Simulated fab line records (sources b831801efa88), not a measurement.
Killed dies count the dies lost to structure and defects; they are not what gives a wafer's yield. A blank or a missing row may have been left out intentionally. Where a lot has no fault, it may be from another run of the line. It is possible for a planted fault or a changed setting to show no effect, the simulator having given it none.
fab line records + flow gf180mcu
[record]
- lots = 11
- wafers = 33
- last_day = 34
route steps=602 shown HV_LDD@185 M1@316 V1@338
lots untouched by any fault: they come from a run of this same line in which no faults occurred
start_h: the number of hours between the record's first day and the start of the first shown wafer of the lot + wait_h: hours elapsed since this lot's preceding step + " identical to the entry in the row above + L1.1+2: a single row standing in for several wafers + - either no value or no given start + * or withheld: withheld + < > ~ a bound
route shown NAME@n: names a module that has steps shown in the file, with the first one's number in the route + usual: the fault-free wafers' mean and standard deviation + same: alike in all rows + chamber/n: place in a boat + sites: readings site by site + _std_site: standard deviation across them + _edge_site: mean of outer sites minus mean of inner sites + radius_mm: how far each site lies from the wafer's centre + mask NAME#n: copy n + behind: the last tool/chamber to shape the wafer + hold: cause of the lot's hold/its duration in hours/its outcome + device: the n, p or np transistor that did not switch + end of line: tests of these same wafers at the route's end + a step given without rows: its recipe and nothing more + killed: count of dies lost to structure and defects at first sort (not the wafer's yield) + map: a wafer's dies, marking killed ones x, the rest . and places with no die _
set.NAME: the run value of the setting; set.NAME@STEP: its run value at that earlier step + model.NAME: the simulator's own value behind a step, which no gauge read
the route's steps for a sample of lots (tables are steps, rows are wafers)
services: the hour from which a tool's chamber was out of use, counted from the record's first day as start_h (under 0 if before that day), plus the number of hours and why
[[steps]]
[step GF_HV_LDD_IMPLANT_09]
[recipe]
- species = As
- energy_kev = 40
- dose_cm2 = 1e+14
- tilt_deg = 7
[usual]
- dose_ions_cm2 = 9.998e+13/1.2e+11
- end_station_pressure_torr = 5.47e-06/2.8e-07
- faraday_current_uA = 563/12
| lot.wafer | tool         | chamber | start_h | wait_h | dose_ions_cm2 | end_station_pressure_torr | faraday_current_uA |
|-----------|--------------|---------|---------|--------|---------------|---------------------------|--------------------|
| L464.2    | implanter-03 | 0       | 232.21  | 0.0    | 1.0002e+14    | 5.2e-06                   | 553                |
| L464.5    | "            | 0       | "       | "      | 9.997e+13     | 5.64e-06                  | 583                |
| L464.6    | "            | 0       | "       | "      | 9.992e+13     | 5.76e-06                  | 568                |
| L465.3    | implanter-01 | 0       | 238.34  | 0.1    | 1.0022e+14    | 5.51e-06                  | 573                |
| L465.4    | "            | 0       | "       | "      | 1.0003e+14    | 5.36e-06                  | 568                |
| L465.6    | "            | 0       | "       | "      | 1.001e+14     | 5.71e-06                  | 581                |
| L469.1    | implanter-03 | 0       | 270.14  | 0.3    | 8.316e+13     | 5.16e-06                  | 459                |
| L469.2    | "            | 0       | "       | "      | 8.314e+13     | 5.22e-06                  | 458                |
| L469.6    | "            | 0       | "       | "      | 8.333e+13     | 5.61e-06                  | 462                |
| L471.1    | implanter-03 | 0       | 287.18  | 0.0    | 8.319e+13     | 5.08e-06                  | 485                |
| L471.2    | "            | 0       | "       | "      | 8.332e+13     | 5.74e-06                  | 466                |
| L471.4    | "            | 0       | "       | "      | 8.313e+13     | 5.36e-06                  | 464                |
| L472.1    | implanter-03 | 0       | 290.89  | 0.0    | 8.327e+13     | 5.42e-06                  | 477                |
| L472.2    | "            | 0       | "       | "      | 8.312e+13     | 5.34e-06                  | 458                |
| L472.5    | "            | 0       | "       | "      | 8.331e+13     | 5.72e-06                  | 478                |
| L473.1    | implanter-01 | 0       | 305.24  | 0.0    | 1e+14         | 5.5e-06                   | 566                |
| L473.4    | "            | 0       | "       | "      | 9.985e+13     | 5.38e-06                  | 561                |
| L473.5    | "            | 0       | "       | "      | 9.979e+13     | 5.38e-06                  | 564                |
| L475.2    | implanter-02 | 0       | 316.71  | 0.0    | 1.0002e+14    | 5.12e-06                  | 546                |
| L475.4    | "            | 0       | "       | "      | 9.999e+13     | 5.4e-06                   | 561                |
| L475.5    | "            | 0       | "       | "      | 9.984e+13     | 5.69e-06                  | 584                |
| L479.1    | implanter-03 | 0       | 343.44  | 0.0    | 9.991e+13     | 5.43e-06                  | 581                |
| L479.2    | "            | 0       | "       | "      | 1.0004e+14    | 5.15e-06                  | 571                |
| L479.3    | "            | 0       | "       | "      | 9.995e+13     | 5.65e-06                  | 563                |
| L482.2    | implanter-02 | 0       | 368.64  | 0.0    | 1.0002e+14    | 5.68e-06                  | 557                |
| L482.4    | "            | 0       | "       | "      | 1e+14         | 5.46e-06                  | 571                |
| L482.5    | "            | 0       | "       | "      | 1.0004e+14    | 5.54e-06                  | 573                |
| L483.1    | implanter-03 | 0       | 374.68  | 0.0    | 1.0001e+14    | 5.31e-06                  | 566                |
| L483.2    | "            | 0       | "       | "      | 9.988e+13     | 5.57e-06                  | 574                |
| L483.5    | "            | 0       | "       | "      | 9.996e+13     | 5.39e-06                  | 548                |
| L485.1    | implanter-03 | 0       | 390.98  | 0.0    | 9.984e+13     | 5.82e-06                  | 577                |
| L485.3    | "            | 0       | "       | "      | 9.969e+13     | 5.58e-06                  | 534                |
| L485.5    | "            | 0       | "       | "      | 9.974e+13     | 4.88e-06                  | 564                |
[step GF_HV_LDD_TW_MEAS_11]
[usual]
- HV_LDD_TW = 2378/21
| lot.wafer | tool          | chamber | start_h | wait_h | hold                     | HV_LDD_TW |
|-----------|---------------|---------|---------|--------|--------------------------|-----------|
| L464.2    | film_metro-04 | -       | 232.45  | 0.1    | -                        | 2351      |
| L464.5    | "             | -       | "       | "      | -                        | 2351      |
| L464.6    | "             | -       | "       | "      | -                        | 2350      |
| L465.3    | film_metro-04 | -       | 238.56  | 0.1    | -                        | 2349      |
| L465.4    | "             | -       | "       | "      | -                        | 2356      |
| L465.6    | "             | -       | "       | "      | -                        | 2351      |
| L469.1    | film_metro-03 | -       | 270.39  | 0.1    | await_dispo/0.2h/release | 2282      |
| L469.2    | "             | -       | "       | "      | await_dispo/0.2h/release | 2292      |
| L469.6    | "             | -       | "       | "      | await_dispo/0.2h/release | 2288      |
| L469.1    | film_metro-03 | -       | 270.62  | 0.2    | -                        | 2289      |
| L469.2    | "             | -       | "       | "      | -                        | 2282      |
| L469.6    | "             | -       | "       | "      | -                        | 2283      |
| L471.1    | film_metro-03 | -       | 287.43  | 0.1    | await_dispo/0.2h/release | 2277      |
| L471.2    | "             | -       | "       | "      | await_dispo/0.2h/release | 2277      |
| L471.4    | "             | -       | "       | "      | await_dispo/0.2h/release | 2281      |
| L471.1    | film_metro-03 | -       | 287.66  | 0.2    | -                        | 2273      |
| L471.2    | "             | -       | "       | "      | -                        | 2271      |
| L471.4    | "             | -       | "       | "      | -                        | 2266      |
| L472.1    | film_metro-04 | -       | 291.14  | 0.1    | await_dispo/0.2h/release | 2260      |
| L472.2    | "             | -       | "       | "      | await_dispo/0.2h/release | 2260      |
| L472.5    | "             | -       | "       | "      | await_dispo/0.2h/release | 2239      |
| L472.1    | film_metro-04 | -       | 291.45  | 0.3    | -                        | 2245      |
| L472.2    | "             | -       | "       | "      | -                        | 2249      |
| L472.5    | "             | -       | "       | "      | -                        | 2253      |
| L473.1    | film_metro-03 | -       | 305.49  | 0.1    | -                        | 2389      |
| L473.4    | "             | -       | "       | "      | -                        | 2387      |
| L473.5    | "             | -       | "       | "      | -                        | 2391      |
| L475.2    | film_metro-04 | -       | 316.94  | 0.1    | -                        | 2370      |
| L475.4    | "             | -       | "       | "      | -                        | 2368      |
| L475.5    | "             | -       | "       | "      | -                        | 2336      |
| L479.1    | film_metro-04 | -       | 343.69  | 0.1    | -                        | 2370      |
| L479.2    | "             | -       | "       | "      | -                        | 2377      |
| L479.3    | "             | -       | "       | "      | -                        | 2367      |
| L482.2    | film_metro-04 | -       | 368.98  | 0.2    | -                        | 2367      |
| L482.4    | "             | -       | "       | "      | -                        | 2374      |
| L482.5    | "             | -       | "       | "      | -                        | 2363      |
| L483.1    | film_metro-04 | -       | 374.93  | 0.1    | -                        | 2352      |
| L483.2    | "             | -       | "       | "      | -                        | 2365      |
| L483.5    | "             | -       | "       | "      | -                        | 2355      |
| L485.1    | film_metro-03 | -       | 391.23  | 0.1    | -                        | 2392      |
| L485.3    | "             | -       | "       | "      | -                        | 2381      |
| L485.5    | "             | -       | "       | "      | -                        | 2385      |
[step GF_HV_LDD_RS_MEAS_53]
[recipe]
- thk_meas_gauge = four-point-probe
[usual]
- HV_LDD_RS = 419.1/1.1
| lot.wafer | tool          | chamber | start_h | wait_h | hold                     | HV_LDD_RS[ohm/sq] |
|-----------|---------------|---------|---------|--------|--------------------------|-------------------|
| L464.2    | film_metro-04 | -       | 290.28  | 0.1    | -                        | 417.5             |
| L464.5    | "             | -       | "       | "      | -                        | 416.3             |
| L464.6    | "             | -       | "       | "      | -                        | 417.3             |
| L465.3    | film_metro-03 | -       | 297.60  | 0.1    | -                        | 419.4             |
| L465.4    | "             | -       | "       | "      | -                        | 420.3             |
| L465.6    | "             | -       | "       | "      | -                        | 420.5             |
| L469.1    | film_metro-03 | -       | 331.24  | 0.1    | await_dispo/0.2h/release | 452.4             |
| L469.2    | "             | -       | "       | "      | await_dispo/0.2h/release | 452.2             |
| L469.6    | "             | -       | "       | "      | await_dispo/0.2h/release | 453.0             |
| L469.1    | film_metro-03 | -       | 331.52  | 0.3    | -                        | 453.4             |
| L469.2    | "             | -       | "       | "      | -                        | 453.2             |
| L469.6    | "             | -       | "       | "      | -                        | 453.0             |
| L471.1    | film_metro-03 | -       | 350.46  | 0.1    | await_dispo/0.2h/release | 454.0             |
| L471.2    | "             | -       | "       | "      | await_dispo/0.2h/release | 453.8             |
| L471.4    | "             | -       | "       | "      | await_dispo/0.2h/release | 453.5             |
| L471.1    | film_metro-03 | -       | 350.86  | 0.4    | -                        | 454.1             |
| L471.2    | "             | -       | "       | "      | -                        | 453.8             |
| L471.4    | "             | -       | "       | "      | -                        | 453.5             |
| L472.1    | film_metro-03 | -       | 353.86  | 0.1    | await_dispo/0.2h/release | 454.1             |
| L472.2    | "             | -       | "       | "      | await_dispo/0.2h/release | 454.4             |
| L472.5    | "             | -       | "       | "      | await_dispo/0.2h/release | 453.2             |
| L472.1    | film_metro-03 | -       | 354.15  | 0.3    | -                        | 453.6             |
| L472.2    | "             | -       | "       | "      | -                        | 453.6             |
| L472.5    | "             | -       | "       | "      | -                        | 454.0             |
| L473.1    | film_metro-04 | -       | 369.40  | 0.1    | -                        | 418.3             |
| L473.4    | "             | -       | "       | "      | -                        | 417.7             |
| L473.5    | "             | -       | "       | "      | -                        | 418.9             |
| L475.2    | film_metro-03 | -       | 382.77  | 0.1    | -                        | 420.3             |
| L475.4    | "             | -       | "       | "      | -                        | 420.1             |
| L475.5    | "             | -       | "       | "      | -                        | 421.8             |
| L479.1    | film_metro-01 | -       | 412.04  | 0.1    | -                        | 419.9             |
| L479.2    | "             | -       | "       | "      | -                        | 419.9             |
| L479.3    | "             | -       | "       | "      | -                        | 418.0             |
| L482.2    | film_metro-03 | -       | 441.03  | 0.1    | -                        | 419.6             |
| L482.4    | "             | -       | "       | "      | -                        | 417.7             |
| L482.5    | "             | -       | "       | "      | -                        | 419.9             |
| L483.1    | film_metro-03 | -       | 446.86  | 0.1    | -                        | 420.4             |
| L483.2    | "             | -       | "       | "      | -                        | 421.3             |
| L483.5    | "             | -       | "       | "      | -                        | 420.2             |
| L485.1    | film_metro-01 | -       | 465.02  | 0.1    | -                        | 419.0             |
| L485.3    | "             | -       | "       | "      | -                        | 418.1             |
| L485.5    | "             | -       | "       | "      | -                        | 418.4             |
[step GF_M1_SPUTTER_01]
[recipe]
- material = TiN
- target_thk_nm = 30
- power_w = 6500
- time_s = 25
- chamber_pressure_pa = 0.4
[usual]
- cathode_dc_power_W = 6500.2/1.1
- throttle_valve_pct = 30.3/0.75
[same]
- time_s = 25
| lot.wafer | tool           | chamber | start_h | wait_h | cathode_dc_power_W | throttle_valve_pct |
|-----------|----------------|---------|---------|--------|--------------------|--------------------|
| L464.2    | pvd_sputter-01 | -       | 379.56  | 0.1    | 6501.8             | 29.6               |
| L464.5    | "              | -       | "       | "      | 6500.7             | 29.6               |
| L464.6    | "              | -       | "       | "      | 6500.4             | 31.2               |
| L465.3    | pvd_sputter-01 | -       | 388.03  | 0.1    | 6499.8             | 29.7               |
| L465.4    | "              | -       | "       | "      | 6499.9             | 29.6               |
| L465.6    | "              | -       | "       | "      | 6499.8             | 31.4               |
| L469.1    | pvd_sputter-04 | -       | 428.50  | 0.1    | 6498.7             | 30.2               |
| L469.2    | "              | -       | "       | "      | 6500.1             | 29.7               |
| L469.6    | "              | -       | "       | "      | 6500.0             | 30.1               |
| L471.1    | pvd_sputter-03 | -       | 449.83  | 0.1    | 6498.9             | 29.8               |
| L471.2    | "              | -       | "       | "      | 6499.6             | 29.9               |
| L471.4    | "              | -       | "       | "      | 6500.7             | 31.5               |
| L472.1    | pvd_sputter-03 | -       | 453.86  | 0.1    | 6500.1             | 31.7               |
| L472.2    | "              | -       | "       | "      | 6502.3             | 30.1               |
| L472.5    | "              | -       | "       | "      | 6499.7             | 28.7               |
| L473.1    | pvd_sputter-01 | -       | 470.61  | 0.1    | 6499.8             | 29.4               |
| L473.4    | "              | -       | "       | "      | 6499.9             | 29.7               |
| L473.5    | "              | -       | "       | "      | 6500.7             | 30.8               |
| L475.2    | pvd_sputter-04 | -       | 486.00  | 0.1    | 6499.5             | 30.9               |
| L475.4    | "              | -       | "       | "      | 6502.7             | 30.3               |
| L475.5    | "              | -       | "       | "      | 6500.3             | 29.8               |
| L479.1    | pvd_sputter-04 | -       | 515.52  | 0.1    | 6499.4             | 30.4               |
| L479.2    | "              | -       | "       | "      | 6499.3             | 30.8               |
| L479.3    | "              | -       | "       | "      | 6499.9             | 29.7               |
| L482.2    | pvd_sputter-01 | -       | 541.53  | 0.1    | 6500.8             | 31.6               |
| L482.4    | "              | -       | "       | "      | 6500.7             | 29.8               |
| L482.5    | "              | -       | "       | "      | 6500.7             | 29.8               |
| L483.1    | pvd_sputter-04 | -       | 547.79  | 0.1    | 6501.9             | 29.7               |
| L483.2    | "              | -       | "       | "      | 6500.5             | 30.8               |
| L483.5    | "              | -       | "       | "      | 6500.8             | 30.6               |
| L485.1    | pvd_sputter-01 | -       | 564.58  | 0.1    | 6499.2             | 29.5               |
| L485.3    | "              | -       | "       | "      | 6500.3             | 30.3               |
| L485.5    | "              | -       | "       | "      | 6500.9             | 29.8               |
[step GF_M1_SPUTTER_03]
[recipe]
- material = Ti
- target_thk_nm = 10
- substrate_temp_c = 300
- chamber_pressure_pa = 0.3
- power_w = 3000
- time_s = 6.7
[usual]
- cathode_dc_power_W = 2999.9/0.54
- throttle_valve_pct = 30.3/0.75
[same]
- time_s = 6.7
| lot.wafer | tool           | chamber | start_h | wait_h | cathode_dc_power_W | throttle_valve_pct |
|-----------|----------------|---------|---------|--------|--------------------|--------------------|
| L464.2    | pvd_sputter-01 | -       | 379.62  | 0.0    | 3000.0             | 29.3               |
| L464.5    | "              | -       | "       | "      | 3000.0             | 29.5               |
| L464.6    | "              | -       | "       | "      | 2999.5             | 31.4               |
| L465.3    | pvd_sputter-01 | -       | 388.09  | 0.0    | 3001.2             | 29.7               |
| L465.4    | "              | -       | "       | "      | 2999.8             | 29.4               |
| L465.6    | "              | -       | "       | "      | 2999.2             | 31.7               |
| L469.1    | pvd_sputter-04 | -       | 428.56  | 0.0    | 3000.1             | 30.6               |
| L469.2    | "              | -       | "       | "      | 2999.3             | 29.8               |
| L469.6    | "              | -       | "       | "      | 2999.6             | 30.3               |
| L471.1    | pvd_sputter-03 | -       | 449.89  | 0.0    | 2999.7             | 29.8               |
| L471.2    | "              | -       | "       | "      | 2999.0             | 30.4               |
| L471.4    | "              | -       | "       | "      | 3000.9             | 31.4               |
| L472.1    | pvd_sputter-03 | -       | 453.92  | 0.0    | 2999.5             | 31.3               |
| L472.2    | "              | -       | "       | "      | 2999.9             | 29.8               |
| L472.5    | "              | -       | "       | "      | 3000.3             | 28.8               |
| L473.1    | pvd_sputter-01 | -       | 470.67  | 0.0    | 2999.8             | 29.8               |
| L473.4    | "              | -       | "       | "      | 3000.4             | 29.6               |
| L473.5    | "              | -       | "       | "      | 3000.3             | 30.6               |
| L475.2    | pvd_sputter-04 | -       | 486.06  | 0.0    | 3000.5             | 30.9               |
| L475.4    | "              | -       | "       | "      | 3000.0             | 30.4               |
| L475.5    | "              | -       | "       | "      | 3000.4             | 29.7               |
| L479.1    | pvd_sputter-04 | -       | 515.58  | 0.0    | 2999.4             | 30.6               |
| L479.2    | "              | -       | "       | "      | 3000.5             | 30.9               |
| L479.3    | "              | -       | "       | "      | 2999.6             | 30.2               |
| L482.2    | pvd_sputter-01 | -       | 541.59  | 0.0    | 2999.9             | 31.6               |
| L482.4    | "              | -       | "       | "      | 2999.8             | 29.6               |
| L482.5    | "              | -       | "       | "      | 2999.7             | 29.9               |
| L483.1    | pvd_sputter-04 | -       | 547.85  | 0.0    | 3000.2             | 30.1               |
| L483.2    | "              | -       | "       | "      | 3001.4             | 30.7               |
| L483.5    | "              | -       | "       | "      | 3000.4             | 30.6               |
| L485.1    | pvd_sputter-01 | -       | 564.65  | 0.0    | 3000.4             | 29.5               |
| L485.3    | "              | -       | "       | "      | 2999.5             | 30.6               |
| L485.5    | "              | -       | "       | "      | 3000.4             | 29.4               |
[step GF_V1_THK_MEAS_03]
[recipe]
- reads = SiO2_of_V1_CVD_02
[usual]
- V1_CVD_02_THK = 851/10
| lot.wafer | tool          | chamber | start_h | wait_h | V1_CVD_02_THK[nm] |
|-----------|---------------|---------|---------|--------|-------------------|
| L464.2    | film_metro-03 | -       | 404.43  | 0.0    | 844               |
| L464.5    | "             | -       | "       | "      | 860               |
| L464.6    | "             | -       | "       | "      | 857               |
| L465.3    | film_metro-02 | -       | 412.19  | 0.1    | 836               |
| L465.4    | "             | -       | "       | "      | 856               |
| L465.6    | "             | -       | "       | "      | 860               |
| L469.1    | film_metro-02 | -       | 454.32  | 0.0    | 845               |
| L469.2    | "             | -       | "       | "      | 838               |
| L469.6    | "             | -       | "       | "      | 854               |
| L471.1    | film_metro-04 | -       | 475.02  | 0.0    | 832               |
| L471.2    | "             | -       | "       | "      | 839               |
| L471.4    | "             | -       | "       | "      | 855               |
| L472.1    | film_metro-03 | -       | 479.26  | 0.0    | 847               |
| L472.2    | "             | -       | "       | "      | 846               |
| L472.5    | "             | -       | "       | "      | 865               |
| L473.1    | film_metro-03 | -       | 495.19  | 0.0    | 855               |
| L473.4    | "             | -       | "       | "      | 870               |
| L473.5    | "             | -       | "       | "      | 863               |
| L475.2    | film_metro-04 | -       | 510.42  | 0.0    | 857               |
| L475.4    | "             | -       | "       | "      | 866               |
| L475.5    | "             | -       | "       | "      | 860               |
| L479.1    | film_metro-02 | -       | 540.07  | 0.0    | 842               |
| L479.2    | "             | -       | "       | "      | 844               |
| L479.3    | "             | -       | "       | "      | 836               |
| L482.2    | film_metro-03 | -       | 564.46  | 0.0    | 842               |
| L482.4    | "             | -       | "       | "      | 871               |
| L482.5    | "             | -       | "       | "      | 864               |
| L483.1    | film_metro-03 | -       | 571.41  | 0.0    | 855               |
| L483.2    | "             | -       | "       | "      | 855               |
| L483.5    | "             | -       | "       | "      | 865               |
| L485.1    | film_metro-03 | -       | 587.56  | 0.0    | 853               |
| L485.3    | "             | -       | "       | "      | 847               |
| L485.5    | "             | -       | "       | "      | 850               |
[[services]]
| tool           | chamber | start_h | hours | kind                   |
|----------------|---------|---------|-------|------------------------|
| pvd_sputter-04 | -       | 219.78  | 1.9   | repair                 |
| implanter-01   | -       | 220.17  | 7.6   | repair                 |
| implanter-01   | -       | 227.81  | 6.0   | pm                     |
| implanter-03   | -       | 262.94  | 2.5   | repair                 |
| implanter-02   | -       | 267.27  | 3.3   | pm                     |
| implanter-01   | -       | 267.51  | 4.1   | repair                 |
| pvd_sputter-01 | -       | 270.37  | 4.3   | repair                 |
| implanter-02   | -       | 286.32  | 2.4   | repair                 |
| pvd_sputter-03 | -       | 297.11  | 1.2   | repair                 |
| implanter-01   | -       | 299.85  | 2.2   | repair                 |
| implanter-01   | -       | 359.46  | 0.6   | repair                 |
| pvd_sputter-01 | -       | 361.08  | 1.3   | repair                 |
| implanter-01   | -       | 385.20  | 2.6   | repair                 |
| pvd_sputter-03 | -       | 392.85  | 3.2   | repair                 |
| pvd_sputter-04 | -       | 439.95  | 5.2   | repair                 |
| pvd_sputter-01 | -       | 490.03  | 3.0   | repair                 |
| implanter-01   | -       | 491.72  | 3.5   | repair                 |
| pvd_sputter-01 | 2       | 508.45  | -     | consumable_replace:kit |
| pvd_sputter-01 | 2       | 508.45  | 18.0  | scheduled_down         |
| pvd_sputter-01 | 2       | 508.45  | 18.0  | vent_cycle             |
| implanter-01   | -       | 511.19  | 5.8   | repair                 |
| implanter-03   | -       | 530.04  | 1.6   | repair                 |
| implanter-01   | -       | 543.13  | 14.8  | pm                     |
| implanter-01   | -       | 559.72  | 4.1   | pm                     |
[[key]]
[first_sign]
- step = GF_HV_LDD_IMPLANT_09
- reading = dose_ions_cm2
- direction = down
- sigmas = 99+
- usual = 9.998e+13
- struck = 8.322e+13
[effect]
- step = GF_HV_LDD_IMPLANT_09
- reading = faraday_current_uA
- direction = down
- sigmas = 7.8
- usual = 563
- struck = 468
[effect]
- step = GF_HV_LDD_TW_MEAS_11
- reading = visit
- direction = added
[effect]
- step = GF_HV_LDD_RS_MEAS_53
- reading = HV_LDD_RS
- direction = up
- sigmas = 33
- usual = 419.1
- struck = 453.4
met_at GF_HV_LDD_IMPLANT_09
struck_lots L469,L471,L472
tester_left_out L469,L471,L472
not_acting_at GF_M1_SPUTTER_01,GF_M1_SPUTTER_03,GF_V1_THK_MEAS_03
onset_between 232.21 270.14
[fault]
- kind = process_parameter_drift
- tool = implanter-03
- chamber = -
- onset_h = 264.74
- steps = GF_HV_LDD_IMPLANT_09
- channel = dose_cm2
- offset = -1.6741e+13
- shape = step
- end_h = 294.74
- acts_in = these_recipes_only
- stated = 1e+14
// tester_left_out: of these lots the tester's yield and bins aren't shown, on N5 and GAA mostly nor the transistor test; their killed dies are dies lost to structure and defects alone, not to doping, threshold or leakage, so they don't give the yield
